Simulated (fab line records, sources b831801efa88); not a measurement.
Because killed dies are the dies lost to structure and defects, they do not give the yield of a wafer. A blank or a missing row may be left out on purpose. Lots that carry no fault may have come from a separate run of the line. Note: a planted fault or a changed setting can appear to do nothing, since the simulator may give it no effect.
Struck lot and sound lot, side by side ; flow sky130 ; 23 steps out of a route of 708
Sound: wafers L678.1, L678.4, L678.6. Wafers L689.1, L689.2, L689.5 were the ones struck. At the end, the cause is stated.
At each step with rows: each side's tool, then ch and its chambers, then its first start. Under that, the readings that differ: sound wafers ; struck wafers ; difference of the means ; sigmas: that difference in standard deviations of wafers without a fault.
alike: readings whose means differ by less than 2 such deviations, and words and numbers that are the same on both sides. not compared: withheld readings, readings that some wafer has no value for, bounds like >300 that may hide the same value, and numbers for which the record gives no deviation and whose values overlap.
The two part at a step that has a row with sigmas, a row that says differs or no value, or rows on one side only. When numbers do not overlap yet have no deviation, they are printed without sigmas and do not part them. Lack of a reading on every wafer of one side parts them only where that side has two or more wafers.

first, 1 step without rows for these wafers: SKY_SONOS_ONO_DEVELOP_12 (develop time 60 s).
SKY_SONOS_ONO_CD_MEAS_13: the cd target is 410 nm.
  sound on cd-sem-01 at day 13 15:51; struck on cd-sem-02 at day 18 01:35
reading;sound;struck;difference;sigmas
cd-nm (nm);411.1 411.7 410.9;405.9 407.9 407.2;-4.2;-2
SKY_SONOS_ONO_OVL_MEAS_14:
  sound on overlay-01 at day 13 15:58; struck on overlay-02 at day 18 01:43
  alike: SONOS_ONO_OVL
SKY_SONOS_ONO_ETCH_15: etches the open film in CHF3/O2, target depth 19.52 nm, time 7.8 s.
  sound on rie-diel-03 ch 1,3, day 13 16:01; struck on rie-diel-02 ch 0,2, day 18 01:45
reading;sound;struck;difference;sigmas
drypump-motor-current-A (A);5.1 5.6 5.1;6.7 6.1 6.1;+1.0;+2
  alike: oes-product-au, throttle-valve-pct
  not compared: rf-hours-counter-h
then, 1 step without rows for these wafers: SKY_SONOS_ONO_WET_ETCH_16 (etches SiO2 in dHF, target depth 14 nm, time 280 s).
SKY_SONOS_ONO_STRIP_17: strips in O2/N2.
  sound on plasma-asher-03 ch 0,1, day 13 16:08; struck on plasma-asher-02 ch 0,1, day 18 01:51
  alike: drypump-motor-current-A, oes-product-au, strip-time-to-endpoint-s
  not compared: rf-hours-counter-h
then, 3 steps without rows for these wafers: SKY_SONOS_ONO_WET_ETCH_18 (etches Si3N4 in H3PO4, target depth 15 nm, time 172 s); SKY_GATE_OXIDE_CLEAN_00 (cleans in SC1/SC2, time 150 s); SKY_GATE_OXIDE_OXIDATION_01 (stabilise 600 s, purge 300 s, target thk 10.268 nm).
SKY_GATE_OXIDE_THK_MEAS_02:
  sound on film-metro-01 at day 13 18:20; struck on film-metro-03 at day 18 03:44
  alike: GATE_OXIDE_OXIDATION_00_THK
then, 2 steps without rows for these wafers: SKY_GATE_OXIDE_DEHYDRATE_03 (time 60 s); SKY_GATE_OXIDE_HMDS_04 (prime time 60 s).
SKY_GATE_OXIDE_COAT_05: resist thk 1140 nm.
  sound on litho-track-03 ch 0, day 14 06:24; struck on litho-track-03 ch 0, day 18 18:36
reading;sound;struck;difference;sigmas
model.NOVOLAK_of_GATE_OXIDE_COAT_05.thk-nm (nm);1143 1141 1143;327.8 329.4 328.8;-813.7;
  alike: resist-line-temp-C
then, 3 steps without rows for these wafers: SKY_GATE_OXIDE_SOFTBAKE_06 (time 60 s); SKY_GATE_OXIDE_EXPOSE_07 (exposes mask LVOM, target cd 600 nm); SKY_GATE_OXIDE_PEB_08.
SKY_GATE_OXIDE_DEVELOP_09: develop time 60 s.
  sound on litho-track-04 ch 0, day 14 18:44; struck on litho-track-04 ch 0, day 19 10:05
reading;sound;struck;difference;sigmas
model.NOVOLAK_of_GATE_OXIDE_COAT_05.thk-nm (nm);1143 1141 1143;327.4 329 328.4;-814.1;
  alike: resist-line-temp-C
SKY_GATE_OXIDE_OVL_MEAS_10:
  sound on overlay-01 at day 14 18:53; struck on overlay-02 at day 19 10:14
  alike: GATE_OXIDE_OVL
then, 2 steps without rows for these wafers: SKY_GATE_OXIDE_IMPLANT_11; SKY_GATE_OXIDE_WET_ETCH_12 (etches SiO2 in dHF, target depth 16.8 nm, time 336 s).
SKY_GATE_OXIDE_STRIP_13: strips in O2/N2.
  sound on plasma-asher-03 ch 0,1, day 14 19:11; struck on plasma-asher-04 ch 0,1, day 19 10:39
reading;sound;struck;difference;sigmas
oes-product-au (a.u.);0.707 0.720 0.712;0.425 0.430 0.418;-0.289;-61
strip-time-to-endpoint-s (s);14.22 14.21 14.21;4.49 4.49 4.50;-9.72;-99 or more
  alike: drypump-motor-current-A
  not compared: rf-hours-counter-h
SKY_GATE_OXIDE_TW_MEAS_14:
  sound on film-metro-01 at day 14 19:17; struck on film-metro-02 at day 19 10:45
  alike: GATE_OXIDE_TW
-- here the record skips 30 days between the struck wafers' starts before and after, leaving off in module GATE_OXIDE and picking up in module PAD_OPEN (first step shown: number 708 of the route) --
SKY_PAD_OPEN_PROBE_99:
  sound on prober-02 at day 46 11:29; struck on prober-01 at day 49 10:46
reading;sound;struck;difference;sigmas
killed_at_M4_up;9 5 7;4 4 1;-4;-2
  alike: killed_at_M0_to_M3, killed-at-contacts, killed-at-front-end, killed-at-other, killed-dies, killed-open, killed-short

## WHERE THEY PART
Last at SKY_PAD_OPEN_PROBE_99 as far as this record goes, first at SKY_SONOS_ONO_CD_MEAS_13.

WHY: the cause the simulator had injected
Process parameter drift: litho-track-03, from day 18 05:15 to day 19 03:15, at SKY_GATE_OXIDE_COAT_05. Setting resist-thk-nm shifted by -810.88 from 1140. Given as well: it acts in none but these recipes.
